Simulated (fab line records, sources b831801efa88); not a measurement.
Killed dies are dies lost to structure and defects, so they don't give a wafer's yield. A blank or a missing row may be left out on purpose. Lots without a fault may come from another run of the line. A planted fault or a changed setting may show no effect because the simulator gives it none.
fab line records | flow sfq_line
record lots=14 wafers=42 last_day=88
route steps=325 shown M3@119
lots that met no fault: from a run of the same line without faults
start_h: hours from the record's first day to the start of the lot's first wafer shown | wait_h: hours since the lot's step before | " the same as in the row above | L1.1+2: a row that stands for several wafers | - no value, or no start given | * or withheld: withheld | < > ~ a bound
route shown NAME@n: a module of which the file shows steps, and the number in the route of the first | usual: mean/standard deviation of fault-free wafers | same: alike in all rows | chamber/n: place in a boat | sites: the reading at each site | _std_site: their standard deviation | _edge_site: outer sites' mean less inner sites' | radius_mm: how far each site lies from the wafer's centre | mask NAME#n: copy n | behind: the tool/chamber that last shaped the wafer | hold: why the lot was held/for how many hours/how that ended | device: the transistor (n, p or np) that didn't switch | end of line: the same wafers' tests at the end of the route | a step without rows: its recipe alone | killed: dies lost to structure and defects at the first sort, not the wafer's yield | map: a wafer's dies, x killed, . not, _ none there
set.NAME: the setting as run; set.NAME@STEP: as run at that earlier step | model.NAME: the simulator's own value behind a step, which no gauge read
steps of the route over a sample of lots; a table a step, a row a wafer
services: from which hour (start_h, from the record's first day; less than 0 if before it) a tool's chamber was out of use, for how many hours, and why
## steps
# step SFQ_TRILAYER_M3_DEP_SPUTTER_073
# recipe material=Nb base_pressure_pa=1.33e-06 chamber_pressure_pa=0.1333 substrate_temp_c=20 resputter_cathode_voltage_v=400 target_thk_nm=200 power_w=2000 time_s=133.3
# usual base_pressure_pa=1.33e-06/9e-08 throttle_valve_pct=29.5/0.84
# columns lot.wafer tool chamber start_h wait_h base_pressure_pa throttle_valve_pct
L500.1 pvd_sputter-05 - 851.45 0.0 1.36e-06 30.2
L500.4 " - " " 1.38e-06 29.1
L500.5 " - " " 1.38e-06 28.4
L502.3 pvd_sputter-04 - 916.48 0.0 1.31e-06 30.5
L502.5 " - " " 1.25e-06 30.5
L502.6 " - " " 1.43e-06 29.3
L503.3 pvd_sputter-03 - 918.86 0.0 1.3e-06 30.0
L503.4 " - " " 1.46e-06 29.3
L503.6 " - " " 1.3e-06 29.3
L504.1 pvd_sputter-04 - 923.66 0.0 1.28e-06 29.9
L504.2 " - " " 1.3e-06 27.7
L504.3 " - " " 1.33e-06 29.4
L505.2 pvd_sputter-04 - 933.26 0.0 1.25e-06 30.8
L505.3 " - " " 1.5e-06 27.5
L505.5 " - " " 1.25e-06 27.5
L506.1 pvd_sputter-05 - 936.86 0.0 1.3e-06 30.3
L506.3 " - " " 1.47e-06 28.8
L506.5 " - " " 1.27e-06 30.5
L507.1 pvd_sputter-04 - 949.30 0.0 1.45e-06 29.4
L507.2 " - " " 1.47e-06 30.8
L507.6 " - " " 1.33e-06 29.7
L508.1 pvd_sputter-05 - 960.93 0.0 1.26e-06 30.0
L508.3 " - " " 1.46e-06 29.3
L508.5 " - " " 1.37e-06 29.2
L509.3 pvd_sputter-03 - 961.30 0.0 1.41e-06 29.9
L509.4 " - " " 1.36e-06 30.3
L509.6 " - " " 1.4e-06 29.1
L510.1 pvd_sputter-05 - 966.10 0.0 1.34e-06 30.0
L510.5 " - " " 1.39e-06 29.2
L510.6 " - " " 1.35e-06 30.5
L513.1 pvd_sputter-05 - 987.70 0.0 1.38e-06 29.3
L513.2 " - " " 1.3e-06 30.4
L513.3 " - " " 1.36e-06 28.5
L514.3 pvd_sputter-05 - 999.70 0.0 1.52e-06 28.3
L514.5 " - " " 1.36e-06 30.2
L514.6 " - " " 1.47e-06 28.6
L522.1 pvd_sputter-04 - 1184.90 0.0 1.37e-06 27.6
L522.2 " - " " 1.32e-06 29.4
L522.4 " - " " 1.12e-06 30.7
L523.1 pvd_sputter-03 - 1189.70 0.0 1.28e-06 30.4
L523.2 " - " " 1.21e-06 29.2
L523.5 " - " " 1.27e-06 28.8
# step SFQ_M3_RS_MEAS_919
# recipe thk_meas_gauge=four-point-probe reads=Nb_of_TRILAYER_M3_DEP_SPUTTER_073
# usual M3_NB_RS=0.896/0.0092
# columns lot.wafer tool chamber start_h wait_h M3_NB_RS[ohm/sq]
L500.1 film_metro-01 - 851.55 0.0 0.903
L500.4 " - " " 0.898
L500.5 " - " " 0.884
L502.3 film_metro-03 - 916.61 0.1 0.882
L502.5 " - " " 0.882
L502.6 " - " " 0.893
L503.3 film_metro-02 - 918.99 0.1 0.897
L503.4 " - " " 0.904
L503.6 " - " " 0.892
L504.1 film_metro-01 - 923.75 0.0 0.886
L504.2 " - " " 0.886
L504.3 " - " " 0.897
L505.2 film_metro-03 - 933.37 0.1 0.890
L505.3 " - " " 0.896
L505.5 " - " " 0.893
L506.1 film_metro-02 - 936.95 0.0 0.897
L506.3 " - " " 0.904
L506.5 " - " " 0.905
L507.1 film_metro-02 - 949.39 0.0 0.899
L507.2 " - " " 0.889
L507.6 " - " " 0.892
L508.1 film_metro-01 - 961.02 0.0 0.914
L508.3 " - " " 0.909
L508.5 " - " " 0.926
L509.3 film_metro-02 - 961.43 0.1 0.894
L509.4 " - " " 0.891
L509.6 " - " " 0.904
L510.1 film_metro-03 - 966.19 0.0 0.891
L510.5 " - " " 0.900
L510.6 " - " " 0.894
L513.1 film_metro-01 - 987.79 0.0 0.849
L513.2 " - " " 0.911
L513.3 " - " " 0.899
L514.3 film_metro-01 - 999.83 0.1 0.901
L514.5 " - " " 0.835
L514.6 " - " " 0.834
L522.1 film_metro-03 - 1184.99 0.0 0.881
L522.2 " - " " 0.892
L522.4 " - " " 0.878
L523.1 film_metro-01 - 1189.79 0.0 0.881
L523.2 " - " " 0.882
L523.5 " - " " 0.895
# step SFQ_TRILAYER_M3_ETCH_METAL_ETCH_078
# recipe target=Nb stop_on=SiO2 mask_material=PR chemistry=Cl2/Ar target_depth_nm=240 icp_w=600 bias_w=80 pressure_mtorr=10 time_s=120
# usual drypump_motor_current_A=5.90/0.25 he_backside_leak_sccm=3.5/0.3 oes_product_au=0.891/0.0072
# same time_s=120
# columns lot.wafer tool chamber start_h wait_h drypump_motor_current_A he_backside_leak_sccm oes_product_au rf_hours_counter_h
L500.1 rie_metal-04 1 854.13 0.1 5.95 3.7 0.887 128
L500.4 " 1 " " 5.93 3.8 0.888 -
L500.5 " 1 " " 5.93 3.5 0.893 -
L502.3 rie_metal-04 1 919.14 0.1 5.94 3.0 0.897 -
L502.5 " 1 " " 5.93 2.8 0.901 -
L502.6 " 0 " " 5.81 3.4 0.898 -
L503.3 rie_metal-04 0 921.52 0.1 5.78 3.3 0.898 -
L503.4 " 1 " " 5.94 3.3 0.885 -
L503.6 " 0 " " 5.75 3.2 0.899 -
L504.1 rie_metal-01 0 931.60 0.0 5.58 3.7 0.895 63
L504.2 " 1 " " 5.60 4.5 0.897 8
L504.3 " 1 " " 5.62 3.6 0.887 -
L505.2 rie_metal-04 0 1080.63 0.0 5.79 3.5 0.894 29
L505.3 " 0 " " 5.78 3.1 0.891 -
L505.5 " 0 " " 5.77 3.2 0.893 -
L506.1 rie_metal-04 1 1085.43 0.0 5.96 3.0 0.886 22
L506.3 " 0 " " 5.79 3.4 0.894 -
L506.5 " 0 " " 5.80 3.5 0.882 -
L507.1 rie_metal-03 0 1097.45 0.1 6.42 3.3 0.893 73
L507.2 " 1 " " 6.01 3.7 0.898 13
L507.6 " 0 " " 6.46 3.6 0.890 -
L508.1 rie_metal-01 0 1109.43 0.0 5.59 3.5 0.872 86
L508.3 " 1 " " 5.60 3.5 0.880 -
L508.5 " 1 " " 5.63 3.4 0.862 -
L509.3 rie_metal-03 0 1110.67 0.1 6.45 3.7 0.889 -
L509.4 " 1 " " 6.01 3.5 0.894 -
L509.6 " 0 " " 6.45 3.8 0.884 -
L510.1 rie_metal-01 0 1114.23 0.0 5.58 3.6 0.894 87
L510.5 " 1 " " 5.60 3.5 0.886 -
L510.6 " 0 " " 5.59 3.7 0.891 -
L513.1 rie_metal-01 0 1128.00 0.0 5.61 3.8 0.926 89
L513.2 " 1 " " 5.61 3.7 0.884 33
L513.3 " 1 " " 5.61 3.4 0.892 -
L514.3 rie_metal-04 1 1130.44 0.1 5.94 3.3 0.885 -
L514.5 " 0 " " 5.78 3.3 0.933 -
L514.6 " 1 " " 5.92 3.5 0.927 -
L522.1 rie_metal-04 1 1258.32 0.0 5.93 3.3 0.898 50
L522.2 " 0 " " 5.78 3.4 0.901 60
L522.4 " 1 " " 5.91 3.2 0.895 -
L523.1 rie_metal-04 1 1263.12 0.0 5.92 3.4 0.902 51
L523.2 " 0 " " 5.78 3.2 0.898 61
L523.5 " 1 " " 5.90 3.4 0.890 -
## services
# columns tool chamber start_h hours kind
rie_metal-04 - 828.27 1.7 repair
rie_metal-01 - 829.27 0.5 repair
rie_metal-04 0 841.64 - clean
rie_metal-04 0 841.64 21.6 scheduled_down
rie_metal-04 0 841.64 21.6 vent_cycle
pvd_sputter-04 - 842.82 2.4 repair
rie_metal-01 1 847.35 1.7 repair
rie_metal-04 1 861.26 5.8 repair
rie_metal-04 1 887.30 - clean
rie_metal-04 1 887.30 18.9 scheduled_down
rie_metal-04 - 915.31 2.8 pm
rie_metal-03 - 966.01 0.3 repair
pvd_sputter-04 - 999.33 3.5 repair
rie_metal-03 1 1048.59 3.9 repair
rie_metal-01 - 1049.94 0.4 repair
rie_metal-04 1 1059.76 7.1 repair
rie_metal-04 - 1082.37 1.4 repair
pvd_sputter-05 - 1118.36 0.9 repair
rie_metal-01 0 1168.97 6.5 repair
rie_metal-03 1 1186.07 1.7 repair
pvd_sputter-05 - 1214.02 5.2 repair
rie_metal-01 1 1244.02 14.1 repair
rie_metal-04 1 1246.41 6.7 repair
pvd_sputter-05 - 1257.96 4.9 repair
## key
first_sign step=SFQ_M3_RS_MEAS_919 reading=M3_NB_RS direction=down sigmas=6.1 usual=0.896 struck=0.839
effect step=SFQ_TRILAYER_M3_ETCH_METAL_ETCH_078 reading=oes_product_au direction=up sigmas=5.3 usual=0.891 struck=0.929
met_at SFQ_TRILAYER_M3_DEP_SPUTTER_073
struck_lots L513,L514
struck_wafers L513.1,L514.5,L514.6
onset_between 966.10 987.70
fault kind=process_parameter_drift tool=pvd_sputter-05 chamber=- onset_h=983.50 steps=SFQ_TRILAYER_M3_DEP_SPUTTER_073 channel=target_thk_nm offset=14.978 shape=step end_h=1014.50 scope=struck_wafers_only acts_in=these_recipes_only stated=200
